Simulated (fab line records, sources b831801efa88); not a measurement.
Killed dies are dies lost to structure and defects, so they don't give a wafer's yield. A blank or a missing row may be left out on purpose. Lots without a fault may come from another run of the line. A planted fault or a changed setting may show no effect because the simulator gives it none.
Which tool did it? | flow gf180mcu | 6 lots, 18 wafers sampled, at 3 steps of a route of 602

WHAT THE GAUGES READ, wafer by wafer
GF_VT_IMPLANT_RS_MEAS_47: measures by four-point-probe.
lot  | measured     | on            | NWELL_RS (ohm/sq)
L303 | day 8 03:06  | film_metro-01 | 487.9 487.6 487.6
L306 | day 8 23:26  | film_metro-03 | 488.1 487.2 488.3
L309 | day 9 19:20  | film_metro-01 | 488.8 490.3 488.8
L316 | day 11 08:58 | film_metro-03 | 477.7 479.4 479.5
L321 | day 12 17:56 | film_metro-03 | 489.7 490.6 490.2
L324 | day 13 16:08 | film_metro-01 | 485.6 486.3 485.6

WHICH TOOL RAN EACH LOT (tool, then ch and the chambers of the sampled wafers, then the start)
lot  | GF_NWELL_IMPLANT_09            | GF_VT_IMPLANT_STRIP_31
L303 | implanter-01 ch 0, day 3 18:20 | plasma_asher-01 ch 0, day 7 10:21
L306 | implanter-01 ch 0, day 4 10:25 | plasma_asher-04 ch 1, day 8 05:58
L309 | implanter-01 ch 0, day 5 03:16 | plasma_asher-04 ch 0,1, day 9 02:38
L316 | implanter-01 ch 0, day 6 11:47 | plasma_asher-02 ch 0,1, day 10 14:28
L321 | implanter-02 ch 0, day 7 14:12 | plasma_asher-01 ch 0,1, day 11 22:19
L324 | implanter-02 ch 0, day 8 08:17 | plasma_asher-02 ch 0,1, day 12 20:18
- GF_NWELL_IMPLANT_09
- GF_VT_IMPLANT_STRIP_31: strips in O2/N2.

THE ANSWER, worked out from the rows above alone
Rule: what is usual is taken from the lots themselves. Put in order of their means at a reading, lots are off if they are a third of the lots or fewer, leave a main group of 4 or more, and stand apart from it by a gap of 3 or more times the standard deviation of the main group's means; of several such gaps the widest counts. A main group whose means are all the same, to the digits that the tables above print for the reading, isn't used. A lot without any number at a reading at which 4 lots or more have one is off too. The other lots that the step has rows for count as sound.
Off: L316, at GF_VT_IMPLANT_RS_MEAS_47 (NWELL_RS). The main group: mean 488.2 ohm/sq, standard deviation 1.5.
A tool fits if, at a process step before that reading, it ran every lot that is off, and no sound lot after the first of them. The gauges at GF_VT_IMPLANT_RS_MEAS_47 are tried like those tools. One fits: implanter-01 at GF_NWELL_IMPLANT_09. Its last sound lot is L309 (day 5 03:16), its first lot that is off L316 (day 6 11:47): a fault that began between those two fits.

WHAT THE SIMULATOR HAD PUT IN
Process parameter drift: implanter-01, from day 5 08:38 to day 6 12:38, at GF_NWELL_IMPLANT_09. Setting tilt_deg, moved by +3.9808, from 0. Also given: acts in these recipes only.
Lots struck among those shown: L316. The rule above found the same.
